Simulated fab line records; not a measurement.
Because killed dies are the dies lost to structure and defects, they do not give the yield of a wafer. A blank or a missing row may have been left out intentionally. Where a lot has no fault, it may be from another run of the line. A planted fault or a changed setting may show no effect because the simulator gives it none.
Which of the tools did it? || flow gf180mcu || Sampling: 12 lots, 36 wafers, 6 of 602 route steps

## WHAT THE GAUGES SHOWED, per wafer
GF_M3_THK_MEAS_06: measures by xrf. Usual: M3_ALCU_THK typically reads 453 nm, with standard deviation 4.7.
{"lot": "L303", "measured": "day 20 08:46", "on": "film metro-01", "M3_ALCU_THK (nm)": "460 453 456", "flag": ""}
{"lot": "L307", "measured": "day 21 20:10", "on": "film metro-02", "M3_ALCU_THK (nm)": "451 447 453", "flag": ""}
{"lot": "L308", "measured": "day 22 03:58", "on": "film metro-01", "M3_ALCU_THK (nm)": "455 454 453", "flag": ""}
{"lot": "L310", "measured": "day 22 17:11", "on": "film metro-02", "M3_ALCU_THK (nm)": "450 449 449", "flag": ""}
{"lot": "L311", "measured": "day 23 07:22", "on": "film metro-02", "M3_ALCU_THK (nm)": "455 447 453", "flag": ""}
{"lot": "L315", "measured": "day 24 16:06", "on": "film metro-02", "M3_ALCU_THK (nm)": "450 453 455", "flag": ""}
{"lot": "L316", "measured": "day 25 02:29", "on": "film metro-03", "M3_ALCU_THK (nm)": "462 457 459", "flag": ""}
{"lot": "L317", "measured": "day 25 12:35", "on": "film metro-01", "M3_ALCU_THK (nm)": "460 453 461", "flag": ""}
{"lot": "L318", "measured": "day 25 21:25", "on": "film metro-02", "M3_ALCU_THK (nm)": "452 450 452", "flag": ""}
{"lot": "L320", "measured": "day 26 05:28", "on": "film metro-02", "M3_ALCU_THK (nm)": "449 447 446", "flag": ""}
{"lot": "L319", "measured": "day 26 08:32", "on": "film metro-02", "M3_ALCU_THK (nm)": "447 448 437", "flag": ""}
{"lot": "L324", "measured": "day 27 15:52", "on": "film metro-02", "M3_ALCU_THK (nm)": "451 454 452", "flag": ""}

GF_V3_THK_MEAS_01. Usual: V3_CVD_00_THK typically reads 601 nm, with standard deviation 5.5.
{"lot": "L303", "measured": "day 21 09:01", "on": "film metro-02", "V3_CVD_00_THK (nm)": "600 597 596", "flag": ""}
{"lot": "L307", "measured": "day 22 19:29", "on": "film metro-04", "V3_CVD_00_THK (nm)": "611 605 608", "flag": ""}
{"lot": "L308", "measured": "day 23 04:13", "on": "film metro-04", "V3_CVD_00_THK (nm)": "614 604 607", "flag": ""}
{"lot": "L310", "measured": "day 23 16:44", "on": "film metro-02", "V3_CVD_00_THK (nm)": "595 594 600", "flag": ""}
{"lot": "L311", "measured": "day 24 07:02", "on": "film metro-03", "V3_CVD_00_THK (nm)": "610 613 602", "flag": ""}
{"lot": "L315", "measured": "day 25 11:44", "on": "film metro-02", "V3_CVD_00_THK (nm)": "602 607 602", "flag": ""}
{"lot": "L316", "measured": "day 25 23:01", "on": "film metro-04", "V3_CVD_00_THK (nm)": "595 596 590", "flag": ""}
{"lot": "L317", "measured": "day 26 10:04", "on": "film metro-02", "V3_CVD_00_THK (nm)": "595 595 595", "flag": ""}
{"lot": "L318", "measured": "day 26 18:25", "on": "film metro-02", "V3_CVD_00_THK (nm)": "605 602 598", "flag": ""}
{"lot": "L320", "measured": "day 27 01:44", "on": "film metro-04", "V3_CVD_00_THK (nm)": "603 598 605", "flag": ""}
{"lot": "L319", "measured": "day 27 05:25", "on": "film metro-04", "V3_CVD_00_THK (nm)": "602 597 605", "flag": ""}
{"lot": "L324", "measured": "day 28 11:43", "on": "film metro-03", "V3_CVD_00_THK (nm)": "597 611 606", "flag": ""}

GF_V3_THK_MEAS_03. Usual: V3_CVD_02_THK typically reads 844 nm, with standard deviation 11.
{"lot": "L303", "measured": "day 21 09:11", "on": "film metro-03", "V3_CVD_02_THK (nm)": "847 859 860", "flag": ""}
{"lot": "L307", "measured": "day 22 19:37", "on": "film metro-02", "V3_CVD_02_THK (nm)": "817 837 835", "flag": ""}
{"lot": "L308", "measured": "day 23 04:23", "on": "film metro-02", "V3_CVD_02_THK (nm)": "846 837 841", "flag": ""}
{"lot": "L310", "measured": "day 23 16:52", "on": "film metro-02", "V3_CVD_02_THK (nm)": "835 850 839", "flag": ""}
{"lot": "L311", "measured": "day 24 07:10", "on": "film metro-02", "V3_CVD_02_THK (nm)": "840 863 851", "flag": ""}
{"lot": "L315", "measured": "day 25 11:52", "on": "film metro-04", "V3_CVD_02_THK (nm)": "843 861 849", "flag": ""}
{"lot": "L316", "measured": "day 25 23:08", "on": "film metro-02", "V3_CVD_02_THK (nm)": "857 842 856", "flag": ""}
{"lot": "L317", "measured": "day 26 10:12", "on": "film metro-04", "V3_CVD_02_THK (nm)": "839 844 853", "flag": ""}
{"lot": "L318", "measured": "day 26 18:32", "on": "film metro-04", "V3_CVD_02_THK (nm)": "834 842 856", "flag": ""}
{"lot": "L320", "measured": "day 27 01:52", "on": "film metro-04", "V3_CVD_02_THK (nm)": "841 851 1091", "flag": "OFF"}
{"lot": "L319", "measured": "day 27 05:32", "on": "film metro-03", "V3_CVD_02_THK (nm)": "1080 842 1084", "flag": "OFF"}
{"lot": "L324", "measured": "day 28 11:50", "on": "film metro-04", "V3_CVD_02_THK (nm)": "841 843 875", "flag": ""}

GF_V3_CD_MEAS_14: target cd 260 nm. Usual: 260.1 nm for cd nm, sd 1.1.
{"lot": "L303", "measured": "day 22 09:12", "on": "cd sem-02", "cd nm (nm)": "260.9 260.3 260.5", "flag": ""}
{"lot": "L307", "measured": "day 23 18:20", "on": "cd sem-01", "cd nm (nm)": "259.7 259.6 260.8", "flag": ""}
{"lot": "L308", "measured": "day 24 03:09", "on": "cd sem-02", "cd nm (nm)": "260.9 258.7 260.0", "flag": ""}
{"lot": "L310", "measured": "day 24 15:16", "on": "cd sem-02", "cd nm (nm)": "261.0 261.7 261.1", "flag": ""}
{"lot": "L311", "measured": "day 25 03:33", "on": "cd sem-01", "cd nm (nm)": "260.4 259.9 260.2", "flag": ""}
{"lot": "L315", "measured": "day 26 08:50", "on": "cd sem-02", "cd nm (nm)": "261.4 261.6 262.5", "flag": ""}
{"lot": "L316", "measured": "day 26 19:55", "on": "cd sem-01", "cd nm (nm)": "260.2 259.8 260.0", "flag": ""}
{"lot": "L317", "measured": "day 27 06:36", "on": "cd sem-02", "cd nm (nm)": "259.3 260.2 260.0", "flag": ""}
{"lot": "L318", "measured": "day 27 14:42", "on": "cd sem-01", "cd nm (nm)": "258.2 258.2 257.9", "flag": ""}
{"lot": "L320", "measured": "day 27 22:05", "on": "cd sem-02", "cd nm (nm)": "260.6 260.0 258.8", "flag": ""}
{"lot": "L319", "measured": "day 28 02:37", "on": "cd sem-02", "cd nm (nm)": "259.8 259.7 260.1", "flag": ""}
{"lot": "L324", "measured": "day 29 06:56", "on": "cd sem-02", "cd nm (nm)": "260.6 260.2 259.4", "flag": ""}

## EACH LOT AND THE TOOL THAT RAN IT (in order: tool; ch and the chambers of the sampled wafers; start)
{"lot": "L303", "GF_V3_CVD_02": "pecvd-01 ch 0,1, day 21 09:04", "GF_V3_CMP_04": "cmp-02 ch 1,2,3, day 21 09:17"}
{"lot": "L307", "GF_V3_CVD_02": "pecvd-03 ch 0,2, day 22 19:32", "GF_V3_CMP_04": "cmp-02 ch 0,1,3, day 22 19:40"}
{"lot": "L308", "GF_V3_CVD_02": "pecvd-03 ch 1,2, day 23 04:18", "GF_V3_CMP_04": "cmp-02 ch 0,2,3, day 23 04:26"}
{"lot": "L310", "GF_V3_CVD_02": "pecvd-03 ch 0,1,2, day 23 16:47", "GF_V3_CMP_04": "cmp-01 ch 0,3, day 23 16:53"}
{"lot": "L311", "GF_V3_CVD_02": "pecvd-01 ch 1,2, day 24 07:06", "GF_V3_CMP_04": "cmp-02 ch 1,2,3, day 24 07:20"}
{"lot": "L315", "GF_V3_CVD_02": "pecvd-04 ch 1,2, day 25 11:48", "GF_V3_CMP_04": "cmp-02 ch 1,2, day 25 12:04"}
{"lot": "L316", "GF_V3_CVD_02": "pecvd-03 ch 0,1,2, day 25 23:05", "GF_V3_CMP_04": "cmp-02 ch 2,3, day 25 23:13"}
{"lot": "L317", "GF_V3_CVD_02": "pecvd-03 ch 0,2, day 26 10:08", "GF_V3_CMP_04": "cmp-01 ch 0,1,2, day 26 10:16"}
{"lot": "L318", "GF_V3_CVD_02": "pecvd-04 ch 0,2, day 26 18:28", "GF_V3_CMP_04": "cmp-02 ch 0,1,2, day 26 18:36"}
{"lot": "L320", "GF_V3_CVD_02": "pecvd-03 ch 1,2, day 27 01:47", "GF_V3_CMP_04": "cmp-02 ch 1,2,3, day 27 02:04"}
{"lot": "L319", "GF_V3_CVD_02": "pecvd-03 ch 0,1,2, day 27 05:28", "GF_V3_CMP_04": "cmp-01 ch 0,2,3, day 27 05:56"}
{"lot": "L324", "GF_V3_CVD_02": "pecvd-04 ch 0,1,2, day 28 11:46", "GF_V3_CMP_04": "cmp-01 ch 0,2,3, day 28 11:54"}
- GF_V3_CVD_02: deposits SiO2 from TEOS, target thk 850 nm, time 94.851 s.
- GF_V3_CMP_04: polishes SiO2.

## WHAT THE TOOLS THEMSELVES READ (means of the sampled wafers that have a number; where no wafer has one, the mark that the record gives instead)
GF_V3_CVD_02. Usual: heater power w 626 W, standard deviation 77; rf fwd power W 596.3 W, standard deviation 1.9.
{"lot": "L303", "tool": "pecvd-01", "heater power w (W)": 692, "rf fwd power W (W)": 596.7, "flag": ""}
{"lot": "L307", "tool": "pecvd-03", "heater power w (W)": 590, "rf fwd power W (W)": 596.6, "flag": ""}
{"lot": "L308", "tool": "pecvd-03", "heater power w (W)": 609, "rf fwd power W (W)": 596.8, "flag": ""}
{"lot": "L310", "tool": "pecvd-03", "heater power w (W)": 501, "rf fwd power W (W)": 597.4, "flag": ""}
{"lot": "L311", "tool": "pecvd-01", "heater power w (W)": 647, "rf fwd power W (W)": 596.5, "flag": ""}
{"lot": "L315", "tool": "pecvd-04", "heater power w (W)": 656, "rf fwd power W (W)": 596.1, "flag": ""}
{"lot": "L316", "tool": "pecvd-03", "heater power w (W)": 568, "rf fwd power W (W)": 596.5, "flag": ""}
{"lot": "L317", "tool": "pecvd-03", "heater power w (W)": 571, "rf fwd power W (W)": 598.3, "flag": ""}
{"lot": "L318", "tool": "pecvd-04", "heater power w (W)": 690, "rf fwd power W (W)": 595.2, "flag": ""}
{"lot": "L320", "tool": "pecvd-03", "heater power w (W)": 546, "rf fwd power W (W)": 596.0, "flag": ""}
{"lot": "L319", "tool": "pecvd-03", "heater power w (W)": 568, "rf fwd power W (W)": 596.3, "flag": ""}
{"lot": "L324", "tool": "pecvd-04", "heater power w (W)": 696, "rf fwd power W (W)": 596.5, "flag": ""}

GF_V3_CMP_04. Usual: motor current A 11.5 A, standard deviation 0.75; time to endpoint s 77 s, standard deviation 5.5.
{"lot": "L303", "tool": "cmp-02", "motor current A (A)": 11.0, "time to endpoint s (s)": 81, "flag": ""}
{"lot": "L307", "tool": "cmp-02", "motor current A (A)": 11.2, "time to endpoint s (s)": 76, "flag": ""}
{"lot": "L308", "tool": "cmp-02", "motor current A (A)": 11.7, "time to endpoint s (s)": 79, "flag": ""}
{"lot": "L310", "tool": "cmp-01", "motor current A (A)": 11.9, "time to endpoint s (s)": 71, "flag": ""}
{"lot": "L311", "tool": "cmp-02", "motor current A (A)": 11.2, "time to endpoint s (s)": 85, "flag": ""}
{"lot": "L315", "tool": "cmp-02", "motor current A (A)": 11.4, "time to endpoint s (s)": 82, "flag": ""}
{"lot": "L316", "tool": "cmp-02", "motor current A (A)": 11.7, "time to endpoint s (s)": 84, "flag": ""}
{"lot": "L317", "tool": "cmp-01", "motor current A (A)": 11.9, "time to endpoint s (s)": 72, "flag": ""}
{"lot": "L318", "tool": "cmp-02", "motor current A (A)": 11.3, "time to endpoint s (s)": 79, "flag": ""}
{"lot": "L320", "tool": "cmp-02", "motor current A (A)": 11.1, "time to endpoint s (s)": 115, "flag": "OFF"}
{"lot": "L319", "tool": "cmp-01", "motor current A (A)": 11.7, "time to endpoint s (s)": 131, "flag": "OFF"}
{"lot": "L324", "tool": "cmp-01", "motor current A (A)": 12.2, "time to endpoint s (s)": 75, "flag": ""}

## THE ANSWER, worked out from the rows above alone
Rule: take the mean of a lot's wafers that have a number; if it is more than 3 standard deviations from the usual mean, the lot is off. A lot without any number at a reading at which 4 lots or more have one is off too. Any other lot the step has rows for is counted as sound. First the gauges in route order, then the tools' own readings, where a lot's mean is used as printed above. The first step at which some lot is off is used, and at that step the reading that is off furthest; a lot without a number counts as furthest.
Off: L320, L319, seen at GF_V3_THK_MEAS_03 (V3_CVD_02_THK).
If a tool, at a process step before that reading, ran all the lots that are off and no sound lot after the first of them, it fits. Not tried: the gauges at GF_V3_THK_MEAS_03; whatever is off there is also off at GF_V3_CMP_04, on other tools, and gauge error can't account for it. One fits: pecvd-03 at GF_V3_CVD_02. A fault onset in the window from L317 (day 26 10:08, its last sound lot) to L320 (day 27 01:47, its first lot off) fits.

## WHAT THE SIMULATOR HAD PUT IN
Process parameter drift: pecvd-03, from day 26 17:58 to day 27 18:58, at GF_V3_CVD_02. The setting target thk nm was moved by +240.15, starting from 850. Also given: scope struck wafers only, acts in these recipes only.
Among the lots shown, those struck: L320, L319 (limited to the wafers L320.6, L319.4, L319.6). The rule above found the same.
